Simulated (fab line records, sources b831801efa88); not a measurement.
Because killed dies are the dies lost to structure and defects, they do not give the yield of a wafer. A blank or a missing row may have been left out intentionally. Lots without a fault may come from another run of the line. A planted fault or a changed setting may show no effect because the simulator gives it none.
Problem report, 8D (eight disciplines) form, completed by code	flow gf180mcu	the parts of the form that need people (team, actions taken, sign-off) are left out

== 1. THE ISSUE ==
PASSIVATION_CVD_00_THK at GF_PASSIVATION_THK_MEAS_01 reads a mean of 771 nm on 2 wafers of 1 lot; wafers without a fault read 1004 nm with a standard deviation of 13. Measured from the usual mean, that is -18 standard deviations.
Earliest sighting: wafer L711.3 on film-metro-04 at day 33 08:16. The record has a number at this step for 36 wafers belonging to 12 lots. By rule, "out" or "out of limits" means more than 4 standard deviations away from the usual mean. All remaining wafers that have a number are taken as sound.

== 2. WHAT IT IS AND WHAT IT IS NOT ==
question	is	is not
which readings at this step	PASSIVATION_CVD_00_THK	-
which lots	L711	L696, L697, L698, L699, L700, L702, L705, L706, L712, L714, L716
which wafers of those lots	L711.3, L711.5	L711.4
read on which gauges	film-metro-04	film-metro-01, film-metro-02
when	from day 33 08:16	up to then (25 sound wafers); but 9 sound wafers of L712, L714, L716 came after

== 3. SUSPECTS, AND WHAT RULES EACH OUT ==
Counting: a tool at a process step up to the reading stays a suspect if it ran every lot that is out. Sound lots after the first of them don't rule it out here, since some wafers of a struck lot are sound.
- the gauge at GF_PASSIVATION_THK_MEAS_01: ruled out. All the wafers that are out were read on film-metro-04, but those of them that GF_PASSIVATION_CVD_00 has rows for are out there too, on other tools.
- pvd-sputter-02 at GF_TOP_METAL_SPUTTER_03 (material Ti, target thk 5 nm, time 3.3 s): kept. It processed L711, the lot that is out, at day 32 14:52, and its most recent sound lot before then was L700 at day 29 14:55.
- pecvd-03 at GF_PASSIVATION_CVD_00 (deposits SiO2 from TEOS, target thk 1000 nm, time 111.95 s): kept. It processed L711, the lot that is out, at day 33 08:10, and its most recent sound lot before then was L706 at day 32 03:50. Its own readings are out on those wafers: run-length-s.
- At GF_PASSIVATION_CVD_00 on pecvd-03, chamber 0 took the sound wafers of the same lots and chamber 2 took the wafers that are out.
Remaining after the count are pvd-sputter-02 at GF_TOP_METAL_SPUTTER_03 and pecvd-03 at GF_PASSIVATION_CVD_00.

== 4. THE CAUSE (what the simulator had put in) ==
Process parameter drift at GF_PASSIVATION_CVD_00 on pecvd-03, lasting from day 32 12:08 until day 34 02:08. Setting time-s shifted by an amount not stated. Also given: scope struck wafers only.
This tool is one of the 2 suspects left after counting.

== 5. SEQUENCE OF EFFECTS, ordered by route ==
Each row: a reading where the mean over the struck wafers with a number is more than 3 standard deviations away from the usual. Only readings for which the record gives a usual standard deviation are gone through. hours: the time from each lot's start at the first step in this table that gives one to its start at this step, as a median over the lots. sigmas: the change in usual standard deviations.
hours	step	reading	usual	on struck wafers	change	sigmas
0	GF_PASSIVATION_CVD_00	run-length-s	139.6 s	113.4	-26.2	-50
0	GF_PASSIVATION_THK_MEAS_01	PASSIVATION_CVD_00_THK	1004 nm	771	-233	-18
Its process steps:
- GF_PASSIVATION_CVD_00: deposits SiO2 from TEOS, target thk 1000 nm, time 111.95 s.

== 6. HOW IT WOULD HAVE BEEN CAUGHT EARLIER ==
The first out-of-limits reading at a measuring or inspecting step in this record came at day 33 08:16, 20 hours after the fault's start at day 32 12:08.
The tool's own readings at GF_PASSIVATION_CVD_00 were out on every struck wafer that the step has a row for (run-length-s): an alarm limit on them would have fired on the first of those.
Lots out: 1; all had begun GF_PASSIVATION_CVD_00 on pecvd-03 by day 33 08:16. Holding the tool at that point would not have protected any of them.
